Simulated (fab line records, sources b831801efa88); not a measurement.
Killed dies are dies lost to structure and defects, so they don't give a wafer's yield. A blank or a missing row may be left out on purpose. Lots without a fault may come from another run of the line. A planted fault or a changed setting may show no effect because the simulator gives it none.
Which tool did it? | flow sky130 | 6 lots, 18 wafers sampled, at 4 steps of a route of 708

WHAT THE GAUGES READ, wafer by wafer
SKY_VIA3_CD_MEAS_12: target cd 200 nm.
lot  | measured     | on        | cd_nm (nm)
L449 | day 40 10:08 | cd_sem-01 | 200.1 199.6 199.9
L451 | day 41 02:56 | cd_sem-01 | 198.8 198.3 198.1
L453 | day 41 16:15 | cd_sem-02 | 199.7 201.5 200.7
L456 | day 42 15:46 | cd_sem-02 | 199.5 199.6 199.7
L458 | day 43 02:38 | cd_sem-02 | 199.9 199.5 200.5
L465 | day 45 01:16 | cd_sem-01 | 202.1 202.1 201.2

WHICH TOOL RAN EACH LOT (tool, then ch and the chambers of the sampled wafers, then the start)
lot  | SKY_METAL1_SPUTTER_02        | SKY_METAL3_SPUTTER_03        | SKY_METAL3_SPUTTER_04
L449 | pvd_sputter-02, day 32 11:47 | pvd_sputter-01, day 37 03:49 | pvd_sputter-01, day 37 03:50
L451 | pvd_sputter-02, day 33 02:46 | pvd_sputter-01, day 37 17:53 | pvd_sputter-01, day 37 17:55
L453 | pvd_sputter-01, day 33 23:24 | pvd_sputter-03, day 38 14:04 | pvd_sputter-03, day 38 14:05
L456 | pvd_sputter-03, day 34 21:43 | pvd_sputter-01, day 39 10:47 | pvd_sputter-01, day 39 10:49
L458 | pvd_sputter-01, day 35 14:51 | pvd_sputter-02, day 40 03:37 | pvd_sputter-02, day 40 03:38
L465 | pvd_sputter-01, day 37 16:47 | pvd_sputter-02, day 42 03:23 | pvd_sputter-02, day 42 03:25
- SKY_METAL1_SPUTTER_02: material AlCu, target thk 250 nm, time 13.3 s.
- SKY_METAL3_SPUTTER_03: material Ti, target thk 5 nm, time 3.3 s.
- SKY_METAL3_SPUTTER_04: material TiN, target thk 70 nm, time 58.3 s.

THE ANSWER, worked out from the rows above alone
Rule: what is usual is taken from the lots themselves. Put in order of their means at a reading, lots are off if they are a third of the lots or fewer, leave a main group of 4 or more, and stand apart from it by a gap of 3 or more times the standard deviation of the main group's means; of several such gaps the widest counts. A main group whose means are all the same, to the digits that the tables above print for the reading, isn't used. A lot without any number at a reading at which 4 lots or more have one is off too. The other lots that the step has rows for count as sound.
No lot is off at any reading shown: from this, nothing can be told.

WHAT THE SIMULATOR HAD PUT IN
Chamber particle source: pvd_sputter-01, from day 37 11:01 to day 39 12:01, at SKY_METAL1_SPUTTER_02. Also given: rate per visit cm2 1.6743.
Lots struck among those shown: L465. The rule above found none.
